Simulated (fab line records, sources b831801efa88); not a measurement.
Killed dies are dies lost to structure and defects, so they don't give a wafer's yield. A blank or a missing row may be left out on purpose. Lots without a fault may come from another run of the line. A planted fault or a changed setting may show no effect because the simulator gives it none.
fab line records | flow sky130
record lots=5 wafers=15 last_day=50
route steps=708 shown VT_ADJUST_NCORE@122 VT_ADJUST_HVTR@131 PAD_OPEN@708
lots that met no fault: from a run of the same line without faults
start_h: hours from the record's first day to the start of the lot's first wafer shown | wait_h: hours since the lot's step before | " the same as in the row above | L1.1+2: a row that stands for several wafers | - no value, or no start given | * or withheld: withheld | < > ~ a bound
route shown NAME@n: a module of which the file shows steps, and the number in the route of the first | usual: mean/standard deviation of fault-free wafers | same: alike in all rows | chamber/n: place in a boat | sites: the reading at each site | _std_site: their standard deviation | _edge_site: outer sites' mean less inner sites' | radius_mm: how far each site lies from the wafer's centre | mask NAME#n: copy n | behind: the tool/chamber that last shaped the wafer | hold: why the lot was held/for how many hours/how that ended | device: the transistor (n, p or np) that didn't switch | end of line: the same wafers' tests at the end of the route | a step without rows: its recipe alone | killed: dies lost to structure and defects at the first sort, not the wafer's yield | map: a wafer's dies, x killed, . not, _ none there
set.NAME: the setting as run; set.NAME@STEP: as run at that earlier step | model.NAME: the simulator's own value behind a step, which no gauge read
lots at some steps of the route; a table a step, a row a wafer
services: from which hour (start_h, from the record's first day; less than 0 if before it) a tool's chamber was out of use, for how many hours, and why
## steps
# step SKY_VT_ADJUST_NCORE_SOFTBAKE_03
# recipe temp_c=90 time_s=60 resist=NOVOLAK
# step SKY_VT_ADJUST_NCORE_EXPOSE_04
# recipe mask_id=LVTN_COMPLEMENT_THIN na=0.6 source_shape=conventional sigma_outer=0.6 polarization=unpolarized target_cd_nm=380 dose_mj=139
# step SKY_VT_ADJUST_NCORE_PEB_05
# recipe temp_c=withheld time_s=* resist=NOVOLAK
# step SKY_VT_ADJUST_NCORE_DEVELOP_06
# recipe resist=NOVOLAK developer=TMAH develop_time_s=60 dev_temp_c=23
# step SKY_VT_ADJUST_NCORE_CD_MEAS_07
# recipe target_cd_nm=380
# usual cd_nm=380.1/2.7
# columns lot.wafer tool chamber start_h wait_h cd_nm
L671.2 cd_sem-01 - 218.11 0.1 383.5
L671.3 " - " " 380.6
L671.4 " - " " 381.2
L677.1 cd_sem-02 - 245.09 0.1 382.5
L677.2 " - " " 383.0
L677.6 " - " " 383.5
L688.1 cd_sem-01 - 318.80 0.1 386.4
L688.5 " - " " 387.4
L688.6 " - " " 387.4
L691.1 cd_sem-01 - 335.63 0.1 380.2
L691.2 " - " " 378.4
L691.3 " - " " 381.2
L692.1 cd_sem-02 - 345.45 0.1 383.3
L692.3 " - " " 383.0
L692.4 " - " " 383.2
# step SKY_VT_ADJUST_NCORE_OVL_MEAS_08
# usual VT_ADJUST_NCORE_OVL=-0.6/1.4
# columns lot.wafer tool chamber start_h wait_h VT_ADJUST_NCORE_OVL[nm]
L671.2 overlay-01 - 218.21 0.1 -0.2
L671.3 " - " " 0.7
L671.4 " - " " -0.3
L677.1 overlay-01 - 245.21 0.1 -0.4
L677.2 " - " " -1.0
L677.6 " - " " 0.1
L688.1 overlay-02 - 318.92 0.1 -1.7
L688.5 " - " " -1.1
L688.6 " - " " -1.0
L691.1 overlay-01 - 335.75 0.1 -1.8
L691.2 " - " " -1.1
L691.3 " - " " -2.2
L692.1 overlay-02 - 345.57 0.1 -0.1
L692.3 " - " " -1.6
L692.4 " - " " -1.3
# step SKY_VT_ADJUST_NCORE_IMPLANT_09
# recipe species=B energy_kev=10 dose_cm2=2.4e+12 tilt_deg=withheld
# step SKY_VT_ADJUST_NCORE_STRIP_10
# recipe chemistry=O2/N2 power_w=1400 pressure_mtorr=1500 platen_temp_c=withheld o2_flow_sccm=3000 n2_flow_sccm=300 overash_fraction=0.5
# usual drypump_motor_current_A=5.85/0.27 oes_product_au=0.715/0.0043 strip_time_to_endpoint_s=14.18/0.039
# columns lot.wafer tool chamber start_h wait_h drypump_motor_current_A oes_product_au rf_hours_counter_h strip_time_to_endpoint_s
L671.2 plasma_asher-03 0 218.39 0.1 6.06 0.716 10 14.12
L671.3 " 0 " " 6.09 0.705 - 14.15
L671.4 " 1 " " 5.66 0.717 - 14.14
L677.1 plasma_asher-04 1 245.39 0.1 5.55 0.714 46 14.19
L677.2 " 0 " " 6.18 0.715 46 14.21
L677.6 " 0 " " 6.19 0.713 - 14.18
L688.1 plasma_asher-03 0 319.11 0.1 6.11 0.720 20 14.19
L688.5 " 1 " " 5.65 0.712 - 14.21
L688.6 " 0 " " 6.15 0.718 - 14.26
L691.1 plasma_asher-03 1 335.94 0.1 5.63 0.720 22 14.21
L691.2 " 0 " " 6.08 0.710 22 14.21
L691.3 " 0 " " 6.10 0.710 - 14.20
L692.1 plasma_asher-01 0 345.76 0.1 5.65 0.714 65 14.25
L692.3 " 0 " " 5.61 0.712 - 14.21
L692.4 " 1 " " 6.01 0.712 - 14.20
# step SKY_VT_ADJUST_NCORE_TW_MEAS_11
# usual VT_ADJUST_NCORE_TW=222.0/2.1
# columns lot.wafer tool chamber start_h wait_h VT_ADJUST_NCORE_TW
L671.2 film_metro-02 - 218.50 0.1 217.8
L671.3 " - " " 218.7
L671.4 " - " " 217.6
L677.1 film_metro-03 - 245.49 0.1 221.3
L677.2 " - " " 222.1
L677.6 " - " " 222.3
L688.1 film_metro-01 - 319.21 0.1 222.9
L688.5 " - " " 222.7
L688.6 " - " " 222.0
L691.1 film_metro-03 - 336.04 0.1 220.9
L691.2 " - " " 220.9
L691.3 " - " " 221.8
L692.1 film_metro-01 - 345.86 0.1 223.4
L692.3 " - " " 223.4
L692.4 " - " " 224.2
# step SKY_VT_ADJUST_HVTR_DEHYDRATE_00
# recipe temp_c=200 time_s=60
# step SKY_VT_ADJUST_HVTR_HMDS_01
# recipe prime_time_s=60 prime_temp_c=120
# step SKY_VT_ADJUST_HVTR_COAT_02
# recipe resist=NOVOLAK spin_rpm=3000 resist_thk_nm=1140
# step SKY_VT_ADJUST_HVTR_SOFTBAKE_03
# recipe temp_c=90 time_s=60 resist=NOVOLAK
# usual exhaust_pa=45.0/0.85 heater_power_total_W=56.60/0.046 plate_temp_C=90.00/0.13 run_length_s=89.28/0.11
# columns lot.wafer tool chamber start_h wait_h exhaust_pa heater_power_total_W plate_temp_C run_length_s
L671.2 litho_track-03 0 228.87 0.1 45.4 56.62 90.09 89.33
L671.3 " 0 " " 43.8 56.62 89.78 89.20
L671.4 " 0 " " 45.2 56.66 89.92 89.13
L677.1 litho_track-02 0 257.07 0.1 45.4 56.64 89.78 89.16
L677.2 " 0 " " 45.8 56.57 90.01 89.15
L677.6 " 0 " " 45.5 56.56 89.93 89.19
L688.1 litho_track-02 0 332.27 0.1 44.6 56.62 90.05 89.36
L688.5 " 0 " " 44.3 56.66 89.92 89.33
L688.6 " 0 " " 43.2 58.59 - 83.21
L691.1 litho_track-04 0 349.83 0.1 45.2 56.63 90.01 89.19
L691.2 " 0 " " 45.8 56.64 89.97 89.25
L691.3 " 0 " " 44.7 56.62 89.80 89.20
L692.1 litho_track-03 0 358.99 0.1 44.3 56.66 90.03 89.14
L692.3 " 0 " " 44.7 56.62 90.19 89.41
L692.4 " 0 " " 44.6 56.58 90.28 89.41
# step SKY_VT_ADJUST_HVTR_EXPOSE_04
# recipe mask_id=HVTRM target_cd_nm=380 na=0.6 source_shape=conventional sigma_outer=0.6 dose_mj=148.7
# step SKY_PAD_OPEN_PROBE_99
# usual killed_at_M0_to_M3=42/7.4 killed_at_M4_up=3.5/1.9 killed_at_contacts=24/5.2 killed_at_front_end=15/4.5 killed_at_other=0.2/0.53 killed_dies=85/9.8 killed_open=46/7.6 killed_short=39/6.5
# same gross_dies=492 killed_at_back_side=0
# columns lot.wafer tool chamber start_h wait_h killed_at_M0_to_M3 killed_at_M4_up killed_at_contacts killed_at_front_end killed_at_other killed_dies killed_open killed_short
L671.2 prober-01 - 1106.77 0.1 48 1 23 12 1 85 49 36
L671.3 prober-01 - 1106.82 0.2 39 0 22 14 0 75 39 36
L671.4 prober-01 - 1106.87 0.2 37 1 29 18 0 85 52 33
L677.1 prober-02 - 1152.76 0.1 55 4 25 16 0 100 51 49
L677.2 prober-02 - 1152.81 0.1 41 2 17 20 0 80 41 39
L677.6 prober-02 - 1153.01 0.2 35 3 29 16 0 83 48 35
L688.1 prober-01 - 1186.70 0.1 34 4 29 21 0 88 42 46
L688.5 prober-01 - 1186.90 0.2 49 2 33 18 0 102 66 36
L688.6 prober-01 - 1186.95 0.2 37 3 23 19 0 82 31 51
L691.1 prober-02 - 1194.37 0.1 33 5 23 11 2 74 41 33
L691.2 prober-02 - 1194.42 0.1 31 2 16 12 0 61 32 29
L691.3 prober-02 - 1194.47 0.2 45 2 16 19 0 82 43 39
L692.1 prober-01 - 1200.04 0.1 48 3 26 16 0 93 53 40
L692.3 prober-01 - 1200.14 0.2 49 1 25 22 0 97 51 46
L692.4 prober-01 - 1200.19 0.2 29 4 28 26 0 87 45 42
# killed by level:class
L671.2 VIA1:geometric_particle:open=14 CONTACT:geometric_particle:open=8 VIA3:geometric_particle:open=8 FIELD_ISO:geometric_particle:short=5 LI_CONTACT:geometric_particle:open=5 VIA2:geometric_particle:open=5 VIA2:geometric_particle:short=5 VIA1:geometric_particle:short=4
L671.3 VIA1:geometric_particle:open=8 VIA2:geometric_particle:open=7 LI_CONTACT:geometric_particle:open=6 VIA3:geometric_particle:open=6 LI_CONTACT:geometric_particle:short=5 CONTACT:geometric_particle:short=5 POLY_GATE:geometric_particle:open=4 CONTACT:geometric_particle:open=4
L671.4 CONTACT:geometric_particle:open=14 VIA1:geometric_particle:open=10 LI_CONTACT:geometric_particle:open=7 METAL1:geometric_particle:short=6 FIELD_ISO:geometric_particle:open=5 CONTACT:geometric_particle:short=5 VIA3:geometric_particle:open=4 FIELD_ISO:geometric_particle:short=3
L677.1 VIA1:geometric_particle:open=14 VIA3:geometric_particle:open=11 METAL2:geometric_particle:short=8 CONTACT:geometric_particle:open=8 FIELD_ISO:geometric_particle:short=7 CONTACT:geometric_particle:short=6 LI_CONTACT:geometric_particle:open=5 SPACER:geometric_particle:short=4
L677.2 VIA1:geometric_particle:open=14 METAL1:geometric_particle:short=10 FIELD_ISO:geometric_particle:open=7 CONTACT:geometric_particle:open=6 FIELD_ISO:geometric_particle:short=5 VIA3:geometric_particle:short=4 LI_CONTACT:geometric_particle:open=3 LOCAL_INTERCONNECT:geometric_particle:short=3
L677.6 LI_CONTACT:geometric_particle:open=10 VIA1:geometric_particle:open=9 CONTACT:geometric_particle:open=8 METAL2:geometric_particle:short=5 LI_CONTACT:geometric_particle:short=4 VIA3:geometric_particle:open=4 VIA1:geometric_particle:short=4 FIELD_ISO:geometric_particle:open=3
L688.1 CONTACT:geometric_particle:open=8 LI_CONTACT:geometric_particle:open=7 VIA1:geometric_particle:open=7 LI_CONTACT:geometric_particle:short=6 VIA3:geometric_particle:short=6 FIELD_ISO:geometric_particle:short=5 POLY_GATE:geometric_particle:open=5 POLY_GATE:geometric_particle:short=5
L688.5 VIA1:geometric_particle:open=18 VIA2:geometric_particle:open=10 LI_CONTACT:geometric_particle:open=10 CONTACT:geometric_particle:open=8 LOCAL_INTERCONNECT:geometric_particle:short=5 VIA3:geometric_particle:open=5 FIELD_ISO:geometric_particle:open=4 FIELD_ISO:geometric_particle:short=4
L688.6 LI_CONTACT:geometric_particle:open=9 VIA1:geometric_particle:short=7 FIELD_ISO:geometric_particle:short=6 POLY_GATE:geometric_particle:short=6 LOCAL_INTERCONNECT:geometric_particle:short=6 METAL1:geometric_particle:short=6 VIA3:geometric_particle:open=5 CONTACT:geometric_particle:short=4
L691.1 CONTACT:geometric_particle:open=8 CONTACT:geometric_particle:short=6 VIA1:geometric_particle:open=6 VIA3:geometric_particle:open=6 VIA2:geometric_particle:open=6 LI_CONTACT:geometric_particle:open=5 VIA1:geometric_particle:short=5 FIELD_ISO:geometric_particle:open=3
L691.2 VIA1:geometric_particle:open=7 METAL2:geometric_particle:short=6 FIELD_ISO:geometric_particle:open=5 LI_CONTACT:geometric_particle:open=5 CONTACT:geometric_particle:short=5 VIA3:geometric_particle:open=5 FIELD_ISO:geometric_particle:short=4 CONTACT:geometric_particle:open=4
L691.3 VIA3:geometric_particle:open=8 VIA1:geometric_particle:open=8 VIA1:geometric_particle:short=7 CONTACT:geometric_particle:open=6 METAL2:geometric_particle:short=6 POLY_GATE:geometric_particle:short=5 METAL1:geometric_particle:short=5 VIA2:geometric_particle:open=5
L692.1 LI_CONTACT:geometric_particle:open=13 VIA1:geometric_particle:open=12 CONTACT:geometric_particle:open=7 METAL1:geometric_particle:short=7 VIA2:geometric_particle:open=6 VIA3:geometric_particle:open=5 VIA1:geometric_particle:short=4 VIA3:geometric_particle:short=4
L692.3 CONTACT:geometric_particle:open=10 VIA1:geometric_particle:short=9 VIA2:geometric_particle:open=8 VIA1:geometric_particle:open=8 POLY_GATE:geometric_particle:short=7 VIA3:geometric_particle:open=7 POLY_GATE:geometric_particle:open=5 LI_CONTACT:geometric_particle:open=5
L692.4 CONTACT:geometric_particle:open=12 FIELD_ISO:geometric_particle:open=9 FIELD_ISO:geometric_particle:short=8 LOCAL_INTERCONNECT:geometric_particle:short=6 LI_CONTACT:geometric_particle:open=6 METAL3:geometric_particle:short=6 POLY_GATE:geometric_particle:open=4 METAL1:geometric_particle:short=4
## services
# columns tool chamber start_h hours kind
plasma_asher-03 - 235.66 2.8 pm
plasma_asher-03 - 291.16 0.9 repair
plasma_asher-04 - 337.45 3.7 repair
plasma_asher-03 - 350.64 2.9 repair
## key
first_sign step=SKY_VT_ADJUST_HVTR_SOFTBAKE_03 reading=run_length_s direction=down sigmas=54 usual=* struck=*
effect step=SKY_VT_ADJUST_HVTR_SOFTBAKE_03 reading=heater_power_total_W direction=up sigmas=43 usual=* struck=*
met_at SKY_VT_ADJUST_HVTR_SOFTBAKE_03
struck_wafers L688.6
tester_left_out L688
onset_between 257.07 332.27
fault kind=process_parameter_drift tool=litho_track-02 chamber=- onset_h=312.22 steps=SKY_VT_ADJUST_HVTR_SOFTBAKE_03 channel=time_s offset=* shape=step end_h=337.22 scope=struck_wafers_only acts_in=* stated=*
# tester_left_out: of these lots the tester's yield and bins aren't shown, on N5 and GAA mostly nor the transistor test; their killed dies are dies lost to structure and defects alone, not to doping, threshold or leakage, so they don't give the yield
